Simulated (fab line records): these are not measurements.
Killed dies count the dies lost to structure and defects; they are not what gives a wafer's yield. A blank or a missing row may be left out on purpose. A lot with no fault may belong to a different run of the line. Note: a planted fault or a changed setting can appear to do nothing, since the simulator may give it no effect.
What tool caused it? -- flow sky130 -- 12 lots with 36 wafers sampled at 5 steps, on a route of 708 steps

== WHAT EACH GAUGE READ, for each wafer ==
SKY_VIA1_CD_MEAS_12: the cd target is 150 nm. Usual: cd nm 149.9 nm, standard deviation 1.6.
lot,measured,on,cd nm (nm),flag
L381,day 34 10:10,cd sem-01,149.1 148.8 148.3,
L382,day 35 00:26,cd sem-01,151.7 150.7 150.0,
L383,day 35 04:55,cd sem-02,149.9 151.1 150.8,
L386,day 36 02:44,cd sem-01,149.3 149.1 148.8,
L387,day 36 23:27,cd sem-01,153.0 151.2 152.7,
L388,day 36 23:30,cd sem-02,151.7 150.1 151.1,
L389,day 37 09:56,cd sem-01,151.7 150.0 151.3,
L390,day 37 12:16,cd sem-02,150.2 150.2 150.1,
L391,day 38 07:54,cd sem-01,149.3 149.6 150.6,
L396,day 39 02:48,cd sem-02,147.3 148.9 150.2,
L399,day 39 23:35,cd sem-01,151.5 150.2 152.1,
L404,day 41 06:14,cd sem-02,150.7 150.9 151.0,

SKY_METAL2_OVL_MEAS_16. Usual: METAL2_OVL gives 0 nm (standard deviation 5).
lot,measured,on,METAL2_OVL (nm),flag
L381,day 35 14:47,overlay-02,4 6 2,
L382,day 36 04:54,overlay-01,2 -8 1,
L383,day 36 09:33,overlay-01,3 1 2,
L386,day 37 07:15,overlay-01,-7 -6 -4,
L387,day 38 02:58,overlay-01,2 -4 11,
L388,day 38 03:23,overlay-01,-3 -3 -7,
L389,day 38 13:15,overlay-02,-8 -1 -8,
L390,day 38 15:30,overlay-01,9 5 8,
L391,day 39 10:02,overlay-01,-8 1 -11,
L396,day 40 05:16,overlay-02,4 2 4,
L399,day 41 01:08,overlay-01,-2 2 -4,
L404,day 42 07:44,overlay-01,2 4 0,

SKY_VIA2_THK_MEAS_01. Usual: VIA2_HDPCVD_THK gives 1176 nm (standard deviation 11).
lot,measured,on,VIA2_HDPCVD_THK (nm),flag
L381,day 35 15:44,film metro-04,1163 1168 1164,
L382,day 36 05:53,film metro-03,1164 1171 1150,
L383,day 36 10:32,film metro-04,1178 1185 1176,
L386,day 37 08:12,film metro-03,1154 1173 1159,
L387,day 38 03:55,film metro-03,1171 1176 1174,
L388,day 38 04:20,film metro-04,1180 1170 1173,
L389,day 38 14:12,film metro-03,1171 1165 1172,
L390,day 38 16:26,film metro-04,1196 1169 1178,
L391,day 39 10:59,film metro-03,1187 1182 1179,
L396,day 40 06:12,film metro-03,1203 1183 1191,
L399,day 41 02:07,film metro-02,1160 1924 1171,OFF
L404,day 42 08:40,film metro-02,1194 1177 1169,

== TOOL THAT RAN EACH LOT (tool first, then ch and the chambers of the sampled wafers, then the start) ==
lot,SKY_VIA1_CVD_21,SKY_VIA2_HDPCVD_00
L381,"cvd w-02 ch 0,1, day 34 11:04","hdpcvd-01 ch 0,1,2, day 35 15:37"
L382,"cvd w-01 ch 0,1, day 35 01:20","hdpcvd-01 ch 0,1,2, day 36 05:46"
L383,"cvd w-02 ch 0, day 35 05:50","hdpcvd-02 ch 0,1,2, day 36 10:25"
L386,"cvd w-02 ch 1, day 36 03:40","hdpcvd-01 ch 1,2, day 37 08:04"
L387,"cvd w-01 ch 0,1, day 37 00:20","hdpcvd-02 ch 0,1, day 38 03:46"
L388,"cvd w-02 ch 0,1, day 37 00:24","hdpcvd-01 ch 0,1, day 38 04:12"
L389,"cvd w-01 ch 0,1, day 37 10:49","hdpcvd-01 ch 0,1,2, day 38 14:07"
L390,"cvd w-01 ch 0,1, day 37 13:10","hdpcvd-02 ch 0,1,2, day 38 16:18"
L391,"cvd w-01 ch 0,1, day 38 08:50","hdpcvd-02 ch 0,2, day 39 10:50"
L396,"cvd w-02 ch 0,1, day 39 03:41","hdpcvd-02 ch 0,2, day 40 06:04"
L399,"cvd w-02 ch 0,1, day 40 00:29","hdpcvd-01 ch 0,1, day 41 01:59"
L404,"cvd w-02 ch 0,1, day 41 07:11","hdpcvd-02 ch 0,1,2, day 42 08:33"
- SKY_VIA1_CVD_21: deposits W, target thk 270 nm, time 80.902 s.
- SKY_VIA2_HDPCVD_00: deposits SiO2, target thk 1180 nm, time 196.7 s.

== AS READ BY THE TOOLS THEMSELVES (means over the sampled wafers that have a number; for cases with no such wafer, the mark the record gives instead) ==
SKY_VIA1_CVD_21. Usual: heater power w 802 W, standard deviation 43.
lot,tool,heater power w (W),flag
L381,cvd w-02,781,
L382,cvd w-01,828,
L383,cvd w-02,798,
L386,cvd w-02,756,
L387,cvd w-01,866,
L388,cvd w-02,790,
L389,cvd w-01,874,
L390,cvd w-01,861,
L391,cvd w-01,839,
L396,cvd w-02,790,
L399,cvd w-02,778,
L404,cvd w-02,784,

== THE ANSWER, worked out from the rows above alone ==
Rule: lot off if the mean of its wafers having a number is beyond 3 standard deviations from the usual mean. Also off: a lot with no number at a reading for which 4 or more lots have one. Any other lot the step has rows for is counted as sound. Order of review: gauges by route order, followed by the tools' own readings, for which a lot's mean as printed above is used. At the first step where some lot is off, the reading lying furthest off is the one used; lots without a number count as furthest.
Off: L399, seen at SKY_VIA2_THK_MEAS_01 (VIA2_HDPCVD_THK).
If a tool, at a process step before that reading, ran all the lots that are off and no sound lot after the first of them, it fits. The gauges at SKY_VIA2_THK_MEAS_01 are tried like those tools. One fits: hdpcvd-01 at SKY_VIA2_HDPCVD_00. A fault onset in the window from L389 (day 38 14:07, its last sound lot) to L399 (day 41 01:59, its first lot off) fits.

== WHAT WAS PUT IN BY THE SIMULATOR ==
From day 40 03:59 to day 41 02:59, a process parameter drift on hdpcvd-01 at SKY_VIA2_HDPCVD_00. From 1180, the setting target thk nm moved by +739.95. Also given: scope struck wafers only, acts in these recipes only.
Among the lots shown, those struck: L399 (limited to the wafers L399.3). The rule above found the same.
